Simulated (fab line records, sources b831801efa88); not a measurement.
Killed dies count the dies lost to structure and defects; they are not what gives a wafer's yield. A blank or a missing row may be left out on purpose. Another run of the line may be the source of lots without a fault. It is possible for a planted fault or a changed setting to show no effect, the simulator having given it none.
Which of the tools did it?    flow sky130    34 wafers from 12 lots sampled at 4 of the route's 708 steps

== WHAT THE GAUGES READ, wafer by wafer ==
SKY_VT_ADJUST_LVTN_TW_MEAS_10. Usual: VT_ADJUST_LVTN_TW 238.1, standard deviation 3.
lot   measured      on             VT_ADJUST_LVTN_TW  flag
L608  day 6 20:11   film-metro-04  242.1 240.7 240.2  
L609  day 7 05:22   film-metro-01  235.1 234.3 234.0  
L610  day 7 17:17   film-metro-01  236.3 235.4 235.8  
L611  day 7 16:29   film-metro-02  241.0 242.2 242.0  
L612  day 7 21:30   film-metro-01  235.6 236.1 235.3  
L613  day 8 04:32   film-metro-01  236.0 236.0 236.3  
L614  day 8 10:56   film-metro-04  239.6 240.8 241.6  
L622  day 10 17:51  film-metro-01  235.1 210.2        OFF
L623  day 11 02:51  film-metro-02  240.3 214.5        OFF
L624  day 11 09:48  film-metro-02  240.4 241.8 240.3  
L628  day 12 07:26  film-metro-04  241.5 241.0 239.7  
L629  day 12 12:53  film-metro-02  241.8 241.2 239.8  

SKY_VT_ADJUST_LVTN_TW_MEAS_21. Usual: VT_ADJUST_LVTN_2_TW 186.9, standard deviation 2.
lot   measured      on             VT_ADJUST_LVTN_2_TW  flag
L608  day 7 15:06   film-metro-02  189.2 188.0 188.4    
L609  day 8 01:02   film-metro-04  187.9 187.1 188.1    
L610  day 8 13:41   film-metro-02  188.3 188.1 187.3    
L611  day 8 12:57   film-metro-02  188.4 188.9 188.6    
L612  day 8 18:08   film-metro-04  188.2 187.4 188.2    
L613  day 9 01:23   film-metro-01  181.7 182.4 183.2    
L614  day 9 07:23   film-metro-04  185.9 185.9 186.2    
L622  day 11 17:58  film-metro-02  187.6 186.0          
L623  day 12 02:54  film-metro-02  186.5 186.6          
L624  day 12 09:56  film-metro-04  188.3 187.3 187.5    
L628  day 13 08:21  film-metro-02  187.3 187.9 186.8    
L629  day 13 14:02  film-metro-04  188.2 187.8 188.0    

== EACH LOT AND THE TOOL THAT RAN IT (in order: tool; ch and the chambers of the sampled wafers; start) ==
lot   SKY_FIELD_ISO_ETCH_14              SKY_VT_ADJUST_LVTN_IMPLANT_08
L608  rie-diel-01 ch 0,2,3, day 2 07:47  implanter-04 ch 0, day 6 19:56
L609  rie-diel-01 ch 0,3, day 2 12:20    implanter-04 ch 0, day 7 05:07
L610  rie-diel-04 ch 0,1, day 2 16:50    implanter-04 ch 0, day 7 17:02
L611  rie-diel-04 ch 0,1,3, day 2 21:49  implanter-04 ch 0, day 7 16:14
L612  rie-diel-01 ch 0,2,3, day 3 02:31  implanter-04 ch 0, day 7 21:15
L613  rie-diel-01 ch 0,1,3, day 3 06:40  implanter-04 ch 0, day 8 04:17
L614  rie-diel-03 ch 0,1,3, day 3 13:13  implanter-03 ch 0, day 8 10:42
L622  rie-diel-03 ch 2,3, day 5 07:13    implanter-04 ch 0, day 10 17:38
L623  rie-diel-01 ch 0,2, day 5 13:14    implanter-04 ch 0, day 11 02:37
L624  rie-diel-04 ch 0,1,3, day 5 19:58  implanter-02 ch 0, day 11 09:33
L628  rie-diel-01 ch 0,2, day 6 13:34    implanter-03 ch 0, day 12 07:11
L629  rie-diel-03 ch 1,3, day 6 18:01    implanter-03 ch 0, day 12 12:38
- SKY_FIELD_ISO_ETCH_14: etches BARC in N2/H2, stops on SiO2, time 45.9 s, target depth 60 nm.
- SKY_VT_ADJUST_LVTN_IMPLANT_08

== WHAT THE TOOLS THEMSELVES READ (means of the sampled wafers that have a number; where no wafer has one, the mark that the record gives instead) ==
SKY_FIELD_ISO_ETCH_14. Usual: drypump-motor-current-A 5.6 A, standard deviation 0.33; oes-product-au 0.855 a.u., standard deviation 0.0047; throttle-valve-pct 13.225 %, standard deviation 0.0096.
lot   tool         drypump-motor-current-A (A)  oes-product-au (a.u.)  throttle-valve-pct (%)  flag
L608  rie-diel-01  5.7                          0.859                  13.228                  
L609  rie-diel-01  5.8                          0.851                  13.233                  
L610  rie-diel-04  5.3                          0.857                  13.231                  
L611  rie-diel-04  5.4                          0.857                  13.220                  
L612  rie-diel-01  5.7                          0.852                  13.219                  
L613  rie-diel-01  5.9                          0.859                  13.228                  
L614  rie-diel-03  5.6                          0.853                  13.218                  
L622  rie-diel-03  5.6                          0.853                  13.219                  
L623  rie-diel-01  5.5                          0.855                  13.223                  
L624  rie-diel-04  5.4                          0.864                  13.220                  
L628  rie-diel-01  5.5                          0.854                  13.228                  
L629  rie-diel-03  5.4                          0.854                  13.229                  

== THE ANSWER, worked out from the rows above alone ==
Rule: take the mean of a lot's wafers that have a number; if it is more than 3 standard deviations from the usual mean, the lot is off. A lot without any number at a reading at which 4 lots or more have one is off too. The other lots that the step has rows for count as sound. The gauges are gone through in route order, then the tools' own readings, and for those a lot's mean is taken as printed above. The first step at which some lot is off is used, and at that step the reading that is off furthest; a lot without a number counts as furthest.
Off: L622, L623, seen at SKY_VT_ADJUST_LVTN_TW_MEAS_10 (VT_ADJUST_LVTN_TW).
A tool fits if, at a process step before that reading, it ran every lot that is off, and no sound lot after the first of them. The gauges at SKY_VT_ADJUST_LVTN_TW_MEAS_10 are tried like those tools. One fits: implanter-04 at SKY_VT_ADJUST_LVTN_IMPLANT_08. A fault onset in the window from L613 (day 8 04:17, its last sound lot) to L622 (day 10 17:38, its first lot off) fits.

== WHAT HAD BEEN PUT IN BY THE SIMULATOR ==
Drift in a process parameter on implanter-04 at SKY_VT_ADJUST_LVTN_IMPLANT_08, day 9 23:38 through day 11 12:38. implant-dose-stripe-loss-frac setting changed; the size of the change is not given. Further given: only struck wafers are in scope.
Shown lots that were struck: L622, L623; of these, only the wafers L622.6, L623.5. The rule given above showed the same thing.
